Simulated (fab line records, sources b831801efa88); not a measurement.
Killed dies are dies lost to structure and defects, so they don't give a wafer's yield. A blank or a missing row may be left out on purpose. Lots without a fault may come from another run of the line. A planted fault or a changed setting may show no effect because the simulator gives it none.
A struck lot beside a sound one | flow sky130 | 25 steps out of a route of 708
Sound: wafers L104.1, L104.5, L104.6. Struck: wafers L101.1, L101.3, L101.5. The cause comes at the end.
At each step with rows: each side's tool, then ch and its chambers, then its first start. Under that, the readings that differ: sound wafers | struck wafers | difference of the means | sigmas: that difference in standard deviations of wafers without a fault.
alike: readings whose means differ by less than 2 such deviations, and words and numbers that are the same on both sides. not compared: withheld readings, readings that some wafer has no value for, bounds like >300 that may hide the same value, and numbers for which the record gives no deviation and whose values overlap.
The two part at a step that has a row with sigmas, a row that says differs or no value, or rows on one side only. Numbers that don't overlap but have no deviation are shown without sigmas and don't part them. A reading that every wafer of one side lacks parts them only if that side has two wafers or more.

SKY_POLY_CUT_ETCH_11: etches Si3N4 in CF4/CH2F2/Ar, stops on poly-Si, time 42.5 s, target depth 60 nm.
  sound on rie_diel-03 ch 0,1,2, day 29 20:20; struck on rie_diel-02 ch 0,1,2, day 29 02:47
  alike: drypump_motor_current_A, oes_product_au, throttle_valve_pct
  not compared: rf_hours_counter_h
SKY_POLY_CUT_STRIP_12: strips in O2/N2.
  sound on plasma_asher-02 ch 0,1, day 29 20:22; struck on plasma_asher-03 ch 1, day 29 02:49
  alike: chamber_pressure_mTorr, drypump_motor_current_A, oes_product_au, strip_time_to_endpoint_s
  not compared: rf_hours_counter_h
then, 7 steps without rows for these wafers: SKY_SD_P_DEHYDRATE_00 (time 60 s); SKY_SD_P_HMDS_01 (prime time 60 s); SKY_SD_P_COAT_02 (resist thk 1140 nm); SKY_SD_P_SOFTBAKE_03 (time 60 s); SKY_SD_P_EXPOSE_04 (exposes mask PSDM, target cd 380 nm); SKY_SD_P_PEB_05; SKY_SD_P_DEVELOP_06 (develop time 60 s).
SKY_SD_P_CD_MEAS_07: target cd 380 nm.
  sound on cd_sem-01, day 30 23:47; struck on cd_sem-02, day 30 06:35
  alike: cd_nm
SKY_SD_P_OVL_MEAS_08:
  sound on overlay-01, day 30 23:55; struck on overlay-02, day 30 06:42
  alike: SD_P_OVL
then, 1 step without rows for these wafers: SKY_SD_P_IMPLANT_09.
SKY_SD_P_STRIP_10: strips in O2/N2.
  sound on plasma_asher-03 ch 0,1, day 31 00:06; struck on plasma_asher-04 ch 0,1, day 30 06:53
  no value came back on the struck wafers for chamber_pressure_mTorr (mTorr), drypump_motor_current_A (A), oes_product_au (a.u.), strip_time_to_endpoint_s (s); on the sound wafers chamber_pressure_mTorr (mTorr) reads 1500.1 1499.7 1498.8
  reading                                   | sound | struck         | difference | sigmas
  model.NOVOLAK_of_SD_P_COAT_02.thk_nm (nm) | 0 0 0 | 1144 1142 1139 | +1142      |
  not compared: rf_hours_counter_h
SKY_SD_P_TW_MEAS_11:
  sound on film_metro-03, day 31 00:12; struck on film_metro-04, day 30 06:59
  alike: SD_P_TW
then, 3 steps without rows for these wafers: SKY_RES_XHIGH_DEHYDRATE_00 (time 60 s); SKY_RES_XHIGH_HMDS_01 (prime time 60 s); SKY_RES_XHIGH_COAT_02 (resist thk 1140 nm).
SKY_RES_XHIGH_SOFTBAKE_03: time 61.26 s.
  sound on litho_track-01 ch 0, day 31 13:32; struck on litho_track-02 ch 0, day 30 20:44
  alike: plate_sensor_t_centre_C, plate_sensor_t_edge_C
then, 4 steps without rows for these wafers: SKY_RES_XHIGH_EXPOSE_04 (exposes mask URPM, target cd 1270 nm); SKY_RES_XHIGH_PEB_05; SKY_RES_XHIGH_DEVELOP_06 (develop time 60 s); SKY_RES_XHIGH_IMPLANT_07.
SKY_RES_XHIGH_STRIP_08: strips in O2/N2.
  sound on plasma_asher-02 ch 0,1, day 32 03:56; struck on plasma_asher-02 ch 0,1, day 31 09:56
  reading                      | sound             | struck            | difference | sigmas
  strip_time_to_endpoint_s (s) | 14.30 14.29 14.28 | 31.47 31.40 31.29 | +17.10     | +99 or more
  alike: chamber_pressure_mTorr, drypump_motor_current_A, oes_product_au
  not compared: rf_hours_counter_h
SKY_RES_XHIGH_TW_MEAS_09:
  sound on film_metro-04, day 32 04:02; struck on film_metro-03, day 31 10:16
  reading      | sound          | struck   | difference | sigmas
  RES_XHIGH_TW | 1651 1654 1651 | 30 30 30 | -1622      | -81
  not compared: hold
SKY_PAD_OPEN_PROBE_99:
  the record has rows for the sound wafers here (prober-01, day 49 13:18) and none for the struck ones

WHERE THEY PART
First at SKY_SD_P_STRIP_10; last, within this record, at SKY_PAD_OPEN_PROBE_99.

WHY: what the simulator had put in
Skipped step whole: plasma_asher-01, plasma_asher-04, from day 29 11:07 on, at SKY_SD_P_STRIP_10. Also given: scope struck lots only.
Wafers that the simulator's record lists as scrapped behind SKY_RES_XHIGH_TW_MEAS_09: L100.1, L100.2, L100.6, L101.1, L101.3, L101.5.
